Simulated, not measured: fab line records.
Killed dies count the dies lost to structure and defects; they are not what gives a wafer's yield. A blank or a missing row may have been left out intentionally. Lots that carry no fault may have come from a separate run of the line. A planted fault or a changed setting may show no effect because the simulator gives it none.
A struck lot beside a sound one    flow gf180mcu    27 out of 602 route steps
Sound: wafers L454.2, L454.4, L454.6. Struck: wafers L442.2, L442.4, L442.5. Last of all comes the cause.
Per side, at each step with rows, come the tool, then ch with its chambers, and then its first start. Under that, the readings that differ: sound wafers    struck wafers    difference of the means    sigmas: that difference in standard deviations of wafers without a fault.
alike: words and numbers the same on both sides, and readings whose means are apart by under 2 such deviations; not compared: readings that were withheld, readings missing a value for some wafer, numbers with overlapping values and no deviation given by the record, and bounds like >300 which may hide the same value.
A row with sigmas, a row that says differs or no value, or rows on one side alone: a step with any of these is where the two part. Numbers that have no deviation but don't overlap get no sigmas and don't part them. A reading that every wafer of one side lacks parts them only if that side has two wafers or more.

GF_NWELL_STRIP_10: strips in O2/N2.
  sound on plasmaAsher-04 ch 0,1, day 6 01:01; struck on plasmaAsher-02 ch 1, day 4 02:47
  alike: drypumpMotorCurrentA, heaterPowerW, n2FlowSccm, o2FlowSccm, oesProductAu, stripTimeToEndpointS
  not compared: rfHoursCounterH
GF_NWELL_TW_MEAS_11:
  sound on filmMetro-02 at day 6 01:08; struck on filmMetro-03 at day 4 02:53
reading   sound           struck          difference  sigmas
NWELL_TW  1551 1544 1546  1593 1590 1587  +43         +3
then, 7 steps without rows for these wafers: GF_LVPWELL_DEHYDRATE_00 (time 60 s); GF_LVPWELL_HMDS_01 (prime time 60 s); GF_LVPWELL_COAT_02 (resist thk 3000 nm); GF_LVPWELL_SOFTBAKE_03; GF_LVPWELL_EXPOSE_04 (exposes mask LVPWELL, target cd 600 nm); GF_LVPWELL_PEB_05; GF_LVPWELL_DEVELOP_06 (develop time 60 s).
GF_LVPWELL_OVL_MEAS_07:
  sound on overlay-02 at day 6 15:15; struck on overlay-01 at day 4 15:50
  alike: LVPWELL_OVL
then, 2 steps without rows for these wafers: GF_LVPWELL_IMPLANT_08; GF_LVPWELL_IMPLANT_09.
GF_LVPWELL_STRIP_10: strips in O2/N2.
  sound on plasmaAsher-01 ch 0, day 6 15:35; struck on plasmaAsher-02 ch 0,1, day 4 16:10
reading                                   sound              struck             difference                     sigmas
oesProductAu (a.u.)                       0.720 0.718 0.725  0.925 0.929 0.929  +0.207                         +49
stripTimeToEndpointS (s)                  36.73 36.84 36.77  - - -              no value on the struck wafers  
model.coat_of_LVPWELL_COAT_02.thkNm (nm)  0 0 0              1601 1599 1597     +1599                          
  alike: drypumpMotorCurrentA, heaterPowerW, n2FlowSccm, o2FlowSccm
  not compared: rfHoursCounterH
GF_LVPWELL_TW_MEAS_11:
  sound on filmMetro-02 at day 6 15:41; struck on filmMetro-01 at day 4 16:17
  alike: LVPWELL_TW
then, 7 steps without rows for these wafers: GF_MVSD_DEHYDRATE_00 (time 60 s); GF_MVSD_HMDS_01 (prime time 60 s); GF_MVSD_COAT_02 (resist thk 3000 nm); GF_MVSD_SOFTBAKE_03; GF_MVSD_EXPOSE_04 (exposes mask MVSD, target cd 1000 nm); GF_MVSD_PEB_05; GF_MVSD_DEVELOP_06 (develop time 60 s).
GF_MVSD_OVL_MEAS_07:
  sound on overlay-02 at day 7 05:39; struck on overlay-02 at day 5 05:02
  alike: MVSD_OVL
then, 2 steps without rows for these wafers: GF_MVSD_IMPLANT_08; GF_MVSD_IMPLANT_09.
GF_MVSD_STRIP_10: strips in O2/N2.
  sound on plasmaAsher-04 ch 0,1, day 7 05:59; struck on plasmaAsher-04 ch 1, day 5 05:22
reading                   sound              struck             difference  sigmas
oesProductAu (a.u.)       0.714 0.722 0.718  0.729 0.731 0.741  +0.016      +3
stripTimeToEndpointS (s)  36.93 36.94 37.00  60.33 60.57 60.41  +23.48      +99 or more
  alike: drypumpMotorCurrentA, heaterPowerW, n2FlowSccm, o2FlowSccm
  not compared: rfHoursCounterH
GF_MVSD_TW_MEAS_11:
  sound on filmMetro-03 at day 7 06:05; struck on filmMetro-03 at day 5 05:29
reading  sound           struck    difference  sigmas
MVSD_TW  1589 1590 1586  30 30 30  -1558       -99 or more
then, 1 step without rows for these wafers: GF_MVPSD_DEHYDRATE_00 (time 60 s).

== WHERE THEY PART ==
At GF_NWELL_TW_MEAS_11 first; at GF_MVSD_TW_MEAS_11 last (within this record only).

WHY: what the simulator had put in
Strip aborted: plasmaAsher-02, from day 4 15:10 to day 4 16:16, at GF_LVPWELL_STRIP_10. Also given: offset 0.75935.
